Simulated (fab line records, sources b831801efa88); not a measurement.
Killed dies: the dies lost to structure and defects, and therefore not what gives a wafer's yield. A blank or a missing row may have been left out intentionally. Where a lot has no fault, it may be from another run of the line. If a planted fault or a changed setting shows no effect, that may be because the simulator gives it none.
Matching of chambers + flow gf180mcu + cmp-01 running GF_V3_CMP_04: 4 sister chambers
The step polishes SiO2. 4 wafers are shown with their chamber, then 12 later ones without.

== EACH WAFER AND ITS CHAMBER ==
| wafer  | chamber | motorCurrentA (A) |
|--------|---------|-------------------|
| L090.6 | 0       | 11.0              |
| L091.5 | 2       | 10.6              |
| L092.3 | 1       | 11.3              |
| L092.6 | 3       | 14.5              |

== WAFERS WITHOUT THEIR CHAMBER ==
| wafer  | motorCurrentA (A) |
|--------|-------------------|
| L093.1 | 10.8              |
| L093.4 | 14.4              |
| L093.5 | 10.5              |
| L094.3 | 11.1              |
| L094.4 | 14.6              |
| L094.6 | 10.9              |
| L095.2 | 13.5              |
| L095.3 | 10.7              |
| L095.6 | 10.9              |
| L096.1 | 10.9              |
| L096.2 | 10.6              |
| L096.3 | 10.7              |

== THE CHAMBER EACH PASSED THROUGH ==
| wafer  | from the rows above          | in truth |
|--------|------------------------------|----------|
| L093.1 | can't be placed: 0 or 2 or 1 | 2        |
| L093.4 | 3                            | 3        |
| L093.5 | can't be placed: 2 or 0      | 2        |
| L094.3 | can't be placed: 0 or 1 or 2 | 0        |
| L094.4 | 3                            | 3        |
| L094.6 | can't be placed: 0 or 2 or 1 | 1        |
| L095.2 | 3                            | 3        |
| L095.3 | can't be placed: 2 or 0 or 1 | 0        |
| L095.6 | can't be placed: 0 or 2 or 1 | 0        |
| L096.1 | can't be placed: 0 or 2 or 1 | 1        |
| L096.2 | can't be placed: 2 or 0      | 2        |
| L096.3 | can't be placed: 2 or 0 or 1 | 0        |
Correctly placed: 3 of 12. Cannot be placed on the basis of these rows: 9; the candidates contain the true chamber in 9. 0 placed wrongly.
How it was worked out, from the rows above alone: a wafer's distance from a chamber is the root of the sum, over the readings, of the square of ((its reading less the chamber's mean) divided by the reading's scatter). The wafer belongs to the nearest chamber; if the next one is less than 2 further off, it can't be placed. For every chamber, the mean is computed from those of its wafers that are shown. The scatter (one wafer shown for each chamber): square how far every hidden wafer sits from the nearest shown wafer, average those squares and take the square root.
